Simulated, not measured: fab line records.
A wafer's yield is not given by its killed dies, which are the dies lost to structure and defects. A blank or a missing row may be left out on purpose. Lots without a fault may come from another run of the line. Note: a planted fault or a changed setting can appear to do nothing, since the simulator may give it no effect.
Comparing a struck lot with a sound one + flow gf180mcu + 44 out of 602 route steps
Sound: wafers L434.1, L434.3, L434.5. Struck: wafer L440.5. (L440.4, L440.6 of the same lot were not struck and are left out.) The cause comes at the end.
Each step with rows lists, per side, the tool, then ch with its chambers, then its first start. Under that, the readings that differ: sound wafers + struck wafers + difference of the means + sigmas: that difference in standard deviations of wafers without a fault.
alike: readings whose means differ by less than 2 such deviations, and words and numbers that are the same on both sides. not compared: withheld readings, readings that some wafer has no value for, bounds like >300 that may hide the same value, and numbers for which the record gives no deviation and whose values overlap.
The two part at a step that has a row with sigmas, a row that says differs or no value, or rows on one side only. When numbers do not overlap yet have no deviation, they are printed without sigmas and do not part them. A reading missing from all wafers of one side parts the sides only when that side holds two or more wafers.

first, 5 steps without rows for these wafers: GF_CONTACT_CLEAN_20 (cleans in DIW); GF_CONTACT_CLEAN_21 (cleans in dHF, time 20 s); GF_CONTACT_SPUTTER_22 (material Ti, target thk 15 nm, time 80.02 s); GF_CONTACT_SPUTTER_23 (material TiN, target thk 10 nm, time 40 s); GF_CONTACT_CVD_24 (deposits W, target thk 300 nm, time 90.339 s).
GF_CONTACT_RS_MEAS_25: a four-point-probe measurement.
  sound on film metro-04 at day 16 12:58; struck on film metro-01 at day 19 09:49
  alike: CONTACT_W_RS
GF_CONTACT_THK_MEAS_26: measures by xrf.
  sound on film metro-04 at day 16 13:05; struck on film metro-01 at day 19 09:55
| reading            | sound       | struck | difference | sigmas |
|--------------------|-------------|--------|------------|--------|
| CONTACT_W_THK (nm) | 308 308 307 | 295    | -13        | -2     |
GF_CONTACT_CMP_27: polishes, stops on SiO2, t overpolish 15 s, target thk 0 nm.
  sound on cmp-01 ch 0,2,3, day 16 13:15; struck on cmp-01 ch 3, day 19 09:59
  alike: motor current A, overpolish run s, time to endpoint s
GF_M1_SPUTTER_00: material Ti, target thk 37.5 nm, time 150 s.
  sound on pvd sputter-02 at day 16 13:27; struck on pvd sputter-01 at day 19 10:14
  alike: throttle valve pct
then, 1 step without rows for these wafers: GF_M1_SPUTTER_01 (material TiN, target thk 30 nm, time 25 s).
GF_M1_SPUTTER_02: material AlCu, target thk 450 nm, time 23.9 s.
  sound on pvd sputter-02 at day 16 13:35; struck on pvd sputter-01 at day 19 10:22
  alike: throttle valve pct
then, 1 step without rows for these wafers: GF_M1_SPUTTER_03 (material Ti, target thk 10 nm, time 6.7 s).
GF_M1_SPUTTER_04: material TiN, target thk 50 nm, time 41.7 s.
  sound on pvd sputter-02 at day 16 13:38; struck on pvd sputter-01 at day 19 10:25
| reading                                | sound             | struck | difference | sigmas |
|----------------------------------------|-------------------|--------|------------|--------|
| model.TiN_of_M1_SPUTTER_04.thk nm (nm) | 49.77 50.38 50.57 | 59.21  | +8.97      |        |
  alike: throttle valve pct
GF_M1_RS_MEAS_05: a four-point-probe measurement.
  sound on film metro-02 at day 16 13:40; struck on film metro-03 at day 19 10:31
  alike: M1_ALCU_RS
GF_M1_THK_MEAS_06: measures by xrf.
  sound on film metro-02 at day 16 13:47; struck on film metro-03 at day 19 10:37
| reading          | sound       | struck | difference | sigmas |
|------------------|-------------|--------|------------|--------|
| M1_ALCU_THK (nm) | 463 454 456 | 443    | -15        | -3     |
then, 7 steps without rows for these wafers: GF_M1_DEHYDRATE_07 (time 60 s); GF_M1_HMDS_08 (prime time 60 s); GF_M1_COAT_09 (resist thk 1000 nm); GF_M1_SOFTBAKE_10 (time 60 s); GF_M1_EXPOSE_11 (exposes mask Metal1, target cd 230 nm); GF_M1_PEB_12 (peb time 90 s); GF_M1_DEVELOP_13 (develop time 60 s).
GF_M1_CD_MEAS_14: the cd target is 230 nm.
  sound on cd sem-01 at day 17 12:55; struck on cd sem-02 at day 20 11:21
  alike: cd nm
GF_M1_OVL_MEAS_15:
  sound on overlay-01 at day 17 13:02; struck on overlay-02 at day 20 11:26
| reading     | sound       | struck | difference | sigmas |
|-------------|-------------|--------|------------|--------|
| M1_OVL (nm) | -15 -13 -11 | 6      | +19        | +3     |
then, 1 step without rows for these wafers: GF_M1_METAL_ETCH_16 (etches the open film in Cl2/BCl3, stops on SiO2, target depth 750.8 nm, time 125.1 s).
GF_M1_STRIP_17: strips in O2/N2.
  sound on plasma asher-03 ch 0,1, day 17 13:20; struck on plasma asher-03 ch 0, day 20 11:37
  alike: drypump motor current A, heater power w, oes product au, strip time to endpoint s
  not compared: rf hours counter h
then, 3 steps without rows for these wafers: GF_M1_STRIP_18 (strips in post etch residue remover, time 1200 s); GF_M1_CLEAN_19 (cleans in DIW); GF_V1_CVD_00 (deposits SiO2, target thk 600 nm, time 100 s).
GF_V1_THK_MEAS_01:
  sound on film metro-04 at day 17 13:56; struck on film metro-01 at day 20 12:14
  alike: V1_CVD_00_THK
then, 1 step without rows for these wafers: GF_V1_CVD_02 (deposits SiO2 from TEOS, target thk 850 nm, time 94.851 s).
GF_V1_THK_MEAS_03:
  sound on film metro-03 at day 17 14:04; struck on film metro-03 at day 20 12:22
| reading            | sound       | struck | difference | sigmas |
|--------------------|-------------|--------|------------|--------|
| V1_CVD_02_THK (nm) | 835 829 847 | 870    | +33        | +3     |
GF_V1_CMP_04: polishes SiO2.
  sound on cmp-02 ch 0,2,3, day 17 14:10; struck on cmp-02 ch 2, day 20 12:33
| reading                | sound    | struck | difference | sigmas |
|------------------------|----------|--------|------------|--------|
| time to endpoint s (s) | 79 79 84 | 93     | +12        | +2     |
  alike: motor current A
GF_V1_BOW_MEAS_05:
  sound on film metro-01 at day 17 14:25; struck on film metro-03 at day 20 12:46
  alike: V1_BOW
then, 8 steps without rows for these wafers: GF_V1_DEHYDRATE_06 (time 60 s); GF_V1_HMDS_07 (prime time 60 s); GF_V1_COAT_08; GF_V1_COAT_09 (resist thk 1000 nm); GF_V1_SOFTBAKE_10 (time 60 s); GF_V1_EXPOSE_11 (exposes mask Via1, target cd 260 nm); GF_V1_PEB_12 (peb time 90 s); GF_V1_DEVELOP_13 (develop time 60 s).
GF_V1_STRIP_19: strips in post etch residue remover, time 1200 s.
  sound on wet bench-03 ch 2, day 18 13:48; struck on wet bench-04 ch 0, day 21 12:53
| reading                                | sound             | struck | difference | sigmas |
|----------------------------------------|-------------------|--------|------------|--------|
| model.TiN_of_M1_SPUTTER_04.thk nm (nm) | 48.93 49.54 49.73 | 58.36  | +8.96      |        |
GF_PASSIVATION_PROBE_99:
  the record holds rows for the sound wafers here (prober-01, day 29 14:05) but none for the struck ones

WHERE THEY PART
At GF_CONTACT_THK_MEAS_26 first; at GF_PASSIVATION_PROBE_99 last (within this record only).

WHY: whatever the simulator had introduced
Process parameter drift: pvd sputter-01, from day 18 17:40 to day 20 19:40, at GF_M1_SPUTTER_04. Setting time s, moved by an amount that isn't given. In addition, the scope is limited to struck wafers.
